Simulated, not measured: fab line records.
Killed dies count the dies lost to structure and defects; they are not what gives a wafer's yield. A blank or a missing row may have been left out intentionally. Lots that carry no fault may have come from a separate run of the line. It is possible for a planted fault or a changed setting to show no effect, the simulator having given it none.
Which tool did it?    flow gf180mcu    21 wafers from 7 lots sampled at 2 of the route's 602 steps

== WHAT THE GAUGES READ, wafer by wafer ==
GF_V5_BOW_MEAS_05.
lot   measured      on             V5_BOW (um)
L510  day 26 19:20  film metro-01  134 132 129
L512  day 27 07:09  film metro-01  126 126 129
L514  day 28 00:07  film metro-03  113 117 128
L519  day 29 19:11  film metro-01  136 135 142
L526  day 31 12:17  film metro-02  124 141 133
L530  day 32 13:59  film metro-01  141 142 145
L532  day 33 04:15  film metro-02  134 127 130

== WHICH TOOL RAN EACH LOT (tool, then ch and the chambers of the sampled wafers, then the start) ==
lot   GF_DUAL_GATE_DEVELOP_10
L510  litho track-04 ch 0, day 8 18:04
L512  litho track-01 ch 0, day 9 04:15
L514  litho track-04 ch 0, day 9 16:44
L519  litho track-03 ch 0, day 11 08:48
L526  litho track-04 ch 0, day 13 06:10
L530  litho track-04 ch 0, day 14 17:01
L532  litho track-03 ch 0, day 15 10:05
- GF_DUAL_GATE_DEVELOP_10: develop time 60 s.

== THE ANSWER, worked out from the rows above alone ==
Rule: the lots themselves supply what counts as usual. Put in order of their means at a reading, lots are off if they are a third of the lots or fewer, leave a main group of 4 or more, and stand apart from it by a gap of 3 or more times the standard deviation of the main group's means; of several such gaps the widest counts. A main group whose means are all the same, to the digits that the tables above print for the reading, isn't used. A lot without any number at a reading at which 4 lots or more have one is off too. Any other lot the step has rows for is counted as sound.
No lot is off at any reading shown: from this, nothing can be told.

== WHAT THE SIMULATOR HAD PUT IN ==
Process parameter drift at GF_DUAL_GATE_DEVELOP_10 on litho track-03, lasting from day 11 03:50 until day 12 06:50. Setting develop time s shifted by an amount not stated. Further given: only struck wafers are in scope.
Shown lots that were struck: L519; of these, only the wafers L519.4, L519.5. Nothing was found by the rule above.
